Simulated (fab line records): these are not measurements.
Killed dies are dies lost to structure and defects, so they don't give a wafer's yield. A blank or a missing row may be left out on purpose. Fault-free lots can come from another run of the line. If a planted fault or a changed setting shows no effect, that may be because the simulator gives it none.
One fault through the eyes of 2 desks || flow sky130 || what lay behind the numbers comes last; until then each desk has only its own

TOOL OWNER'S DESK, plasma asher-03
The tool's own readings at SKY_GATE_OXIDE_STRIP_13 (strips in O2/N2): means of the sampled wafers that have a number, for each lot that ran on this tool. If a lot's mean is further than 4 standard deviations from the usual mean, the lot is out of limits and carries the mark OUT (the distance appears in the brackets).
Columns: A = chamber pressure mTorr at SKY_GATE_OXIDE_STRIP_13, usual 1499.8 mTorr; B = drypump motor current A at SKY_GATE_OXIDE_STRIP_13, usual 5.9 A; C = oes product au at SKY_GATE_OXIDE_STRIP_13, usual 0.715 a.u.; D = strip time to endpoint s at SKY_GATE_OXIDE_STRIP_13, usual 14.18 s
{"lot": "L296", "first seen here": "day 19 13:30", "A": 1499.6, "B": 5.7, "C": 0.715, "D": 14.16}
{"lot": "L297", "first seen here": "day 19 22:20", "A": 1500.0, "B": 5.9, "C": 0.718, "D": 14.17}
{"lot": "L299", "first seen here": "day 20 08:38", "A": 1499.7, "B": 5.9, "C": 0.709, "D": 14.12}
{"lot": "L302", "first seen here": "day 21 04:54", "A": 1499.0, "B": 5.8, "C": 0.715, "D": 14.15}
{"lot": "L304", "first seen here": "day 22 14:54", "A": 1499.6, "B": 5.7, "C": 0.716, "D": 14.20}
This desk's finding: nothing out of limits on any of the 5 lots.

METROLOGY DESK
Lot by lot, what the gauges showed, no matter which tool ran the lot: averages of those sampled wafers that carry a number. If a lot's mean is further than 4 standard deviations from the usual mean, the lot is out of limits and carries the mark OUT (the distance appears in the brackets).
Columns: A = POLY_GATE_CVD_03_THK at SKY_POLY_GATE_THK_MEAS_04, usual 75.0 nm; B = POLY_GATE_OVL at SKY_POLY_GATE_OVL_MEAS_14, usual 2 nm
{"lot": "L281", "first seen here": "day 15 05:04", "A": 74.9, "B": 4}
{"lot": "L282", "first seen here": "day 15 09:10", "A": 74.3, "B": -1}
{"lot": "L294", "first seen here": "day 20 06:29", "A": 73.9, "B": -3}
{"lot": "L295", "first seen here": "day 20 06:29", "A": 74.9, "B": 8}
{"lot": "L296", "first seen here": "day 21 05:46", "A": 74.1, "B": 8}
{"lot": "L297", "first seen here": "day 21 09:47", "A": 75.1, "B": 5}
{"lot": "L299", "first seen here": "day 21 19:44", "A": 75.4, "B": 4}
{"lot": "L300", "first seen here": "day 22 10:26", "A": 75.7, "B": 0}
{"lot": "L302", "first seen here": "day 22 16:13", "A": 75.4, "B": 3}
{"lot": "L303", "first seen here": "day 22 23:12", "A": 74.8, "B": 1}
{"lot": "L304", "first seen here": "day 24 01:11", "A": 75.1, "B": 2}
This desk's finding: nothing out of limits on any of the 11 lots.

BROUGHT TOGETHER
The tool owner's desk saw nothing out of limits.
From the metrology desk's view, nothing was out of limits.

WHAT WAS PUT IN BY THE SIMULATOR
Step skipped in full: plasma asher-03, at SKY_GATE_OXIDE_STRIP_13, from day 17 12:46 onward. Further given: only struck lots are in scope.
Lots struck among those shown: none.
